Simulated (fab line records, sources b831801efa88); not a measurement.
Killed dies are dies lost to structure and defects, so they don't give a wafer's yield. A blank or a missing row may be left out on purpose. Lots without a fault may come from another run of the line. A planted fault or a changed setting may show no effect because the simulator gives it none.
One fault seen from 2 desks | flow sky130 | each desk has only its own numbers; what lay behind them comes last

THE TOOL OWNER'S DESK: implanter-02
The tool's own readings at SKY_VT_ADJUST_HVTP_IMPLANT_09: means of the sampled wafers that have a number, for each lot that ran on this tool. A lot is out of limits, marked OUT, if its mean lies more than 4 standard deviations from the usual mean; the brackets give that distance.
Columns: A = beam_energy_keV at SKY_VT_ADJUST_HVTP_IMPLANT_09, usual 149.99
lot  | first seen here | A
L930 | day 6 20:16     | 150.01
L933 | day 7 11:21     | 149.98
L942 | day 9 19:37     | 150.02
L943 | day 9 23:52     | 150.03
L946 | day 10 19:10    | 137.05 (-99 or more) OUT
L948 | day 11 07:06    | 137.06 (-99 or more) OUT
This desk's finding: out of limits on L946, L948; first on L946, day 10 19:10 (beam_energy_keV at SKY_VT_ADJUST_HVTP_IMPLANT_09). In limits: L930, L933, L942, L943.

THE METROLOGY DESK
What the gauges read, lot by lot, whatever tool the lot ran on: means of the sampled wafers that have a number. A lot is out of limits, marked OUT, if its mean lies more than 4 standard deviations from the usual mean; the brackets give that distance.
Columns: A = VT_ADJUST_HVTP_TW at SKY_VT_ADJUST_HVTP_TW_MEAS_11, usual 1363; B = METAL1_OVL at SKY_METAL1_OVL_MEAS_16, usual -2 nm
lot  | first seen here | A               | B
L928 | day 6 01:02     | 1350            | -6
L930 | day 6 20:31     | 1357            | -6
L933 | day 7 11:33     | 1366            | 5
L932 | day 7 12:49     | 1366            | 1
L934 | day 7 18:41     | 1360            | -3
L935 | day 8 00:10     | 1371            | -4
L938 | day 8 17:40     | 1358            | 5
L939 | day 9 00:41     | 1363            | 4
L942 | day 9 19:52     | 1358            | -1
L943 | day 10 00:05    | 1366            | -2
L946 | day 10 19:25    | 1330 (-5.4) OUT | 0
L948 | day 11 07:20    | 1334 (-4.8) OUT | -4
L951 | day 12 05:52    | 1362            | -4
This desk's finding: out of limits on L946, L948; first on L946, day 10 19:25 (VT_ADJUST_HVTP_TW at SKY_VT_ADJUST_HVTP_TW_MEAS_11). In limits: L928, L930, L933, L932, L934, L935, L938, L939, L942, L943, L951.

PUT TOGETHER
The tool owner's desk could have raised an alarm at day 10 19:10, on L946, L948.
The metrology desk could have raised an alarm at day 10 19:25, on L946, L948.
Of the lots named, all ran SKY_VT_ADJUST_HVTP_IMPLANT_09 on implanter-02.

WHAT THE SIMULATOR HAD PUT IN
Process parameter drift: implanter-02, from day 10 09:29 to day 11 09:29, at SKY_VT_ADJUST_HVTP_IMPLANT_09. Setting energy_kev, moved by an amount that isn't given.
Lots struck among those shown: L946, L948.
Hours from the fault's start to each desk's first reading out of limits: the tool owner's desk, 10; the metrology desk, 10.
